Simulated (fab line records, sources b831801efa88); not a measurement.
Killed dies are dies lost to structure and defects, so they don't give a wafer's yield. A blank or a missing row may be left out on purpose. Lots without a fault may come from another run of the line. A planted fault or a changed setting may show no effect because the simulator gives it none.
Split-lot experiment | flow sky130 | 5 lots, 23 wafers read, on a route of 708 steps

THE SPLIT
At SKY_VIA2_SPUTTER_20 (material TiN, target thk 20 nm, time 80 s), the setting power_w was moved away from the recipe's 4000 W on 12 of the 23 wafers read, by -11.3% to +11.6%. The other wafers ran this setting at the recipe's value.

The reading is taken at the split's own step.

THE READING
TiN_of_VIA2_SPUTTER_20.thk_nm (the simulator's own value, which no gauge read), in nm, at SKY_VIA2_SPUTTER_20 (material TiN, target thk 20 nm, time 80 s). The file gives no usual value for it. The 11 wafers here that ran the recipe average 20.07 nm, standard deviation 0.19 nm.

wafer  | tool, chamber at the split | power_w as run, W | against the recipe | TiN_of_VIA2_SPUTTER_20.thk_nm, nm | against lot-mates on the recipe
L074.1 | pvd_sputter-03, -          | 4000              | recipe             | 19.96                             | -
L074.2 | pvd_sputter-03, -          | 4464              | +11.6%             | 22.83                             | +2.70
L074.4 | pvd_sputter-03, -          | 4464              | +11.6%             | 22.73                             | +2.61
L074.5 | pvd_sputter-03, -          | 4464              | +11.6%             | 22.33                             | +2.20
L074.6 | pvd_sputter-03, -          | 4000              | recipe             | 20.29                             | -
L078.1 | pvd_sputter-02, -          | 3629              | -9.3%              | 18.2                              | -2.04
L078.2 | pvd_sputter-02, -          | 3629              | -9.3%              | 18.36                             | -1.88
L078.3 | pvd_sputter-02, -          | 4000              | recipe             | 20.17                             | -
L078.5 | pvd_sputter-02, -          | 4000              | recipe             | 20.3                              | -
L078.6 | pvd_sputter-02, -          | 3629              | -9.3%              | 18.44                             | -1.79
L079.1 | pvd_sputter-04, -          | 4000              | recipe             | 19.96                             | -
L079.4 | pvd_sputter-04, -          | 4000              | recipe             | 19.74                             | -
L079.5 | pvd_sputter-04, -          | 4000              | recipe             | 19.76                             | -
L080.1 | pvd_sputter-04, -          | 3672              | -8.2%              | 18.65                             | -1.55
L080.2 | pvd_sputter-04, -          | 4000              | recipe             | 20.28                             | -
L080.4 | pvd_sputter-04, -          | 4000              | recipe             | 20.11                             | -
L080.5 | pvd_sputter-04, -          | 3672              | -8.2%              | 18.27                             | -1.93
L080.6 | pvd_sputter-04, -          | 3672              | -8.2%              | 18.49                             | -1.71
L082.2 | pvd_sputter-04, -          | 3547              | -11.3%             | 17.82                             | -2.25
L082.3 | pvd_sputter-04, -          | 4000              | recipe             | 20.15                             | -
L082.4 | pvd_sputter-04, -          | 4000              | recipe             | 20                                | -
L082.5 | pvd_sputter-04, -          | 3547              | -11.3%             | 17.86                             | -2.21
L082.6 | pvd_sputter-04, -          | 3547              | -11.3%             | 17.62                             | -2.45

THE FIT
A straight line over all 23 wafers: TiN_of_VIA2_SPUTTER_20.thk_nm changes by +0.207 nm for each +1% of power_w; r = +0.99; the points scatter about the line by 0.2 nm.
The same after taking each lot's own level away (the mean of its wafers on the recipe; 23 wafers): +0.21 nm for each +1%; r = +1.00; scatter 0.14 nm.
On that fit, the largest move of power_w shifts the reading by 2.4 nm.
The lots' own levels span 19.820 to 20.235 nm, that is 2.2 times the standard deviation above.
So the lot-to-lot level changes the slope little: the two slopes agree.
Check: with one of the wafers moved furthest among these (+11.6%) left out of the fit, the line predicts +2.39 nm for it against its lot-mates. It came out at +2.7 nm against them.

OTHER SPLITS ON THESE WAFERS
These wafers also went through other splits before the reading. Each is held against what the fit with the lots' levels taken away leaves over:
other split on the same wafers             | wafers away from the commonest value | r with TiN_of_VIA2_SPUTTER_20.thk_nm (lot level and that fit taken away)
SKY_CONTACT_SPUTTER_23 chamber_pressure_pa | 5                                    | +0.10
SKY_METAL1_SPUTTER_01 time_s               | 7                                    | -0.29
SKY_METAL1_DEVELOP_14 dev_temp_c           | 9                                    | +0.24
SKY_VIA1_HDPCVD_00 sih4_flow_sccm          | 6                                    | +0.22
SKY_VIA1_SPUTTER_20 time_s                 | 6                                    | -0.05
SKY_METAL2_SPUTTER_02 power_w              | 7                                    | -0.18
SKY_VIA2_CMP_02 leave_above_ref_nm         | 5                                    | -0.08
SKY_VIA2_SOFTBAKE_08 time_s                | 4                                    | +0.37

THE FILE'S OWN FIT
TiN_of_VIA2_SPUTTER_20.thk_nm changes by +0.209 nm for each +1% of power_w, r = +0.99.
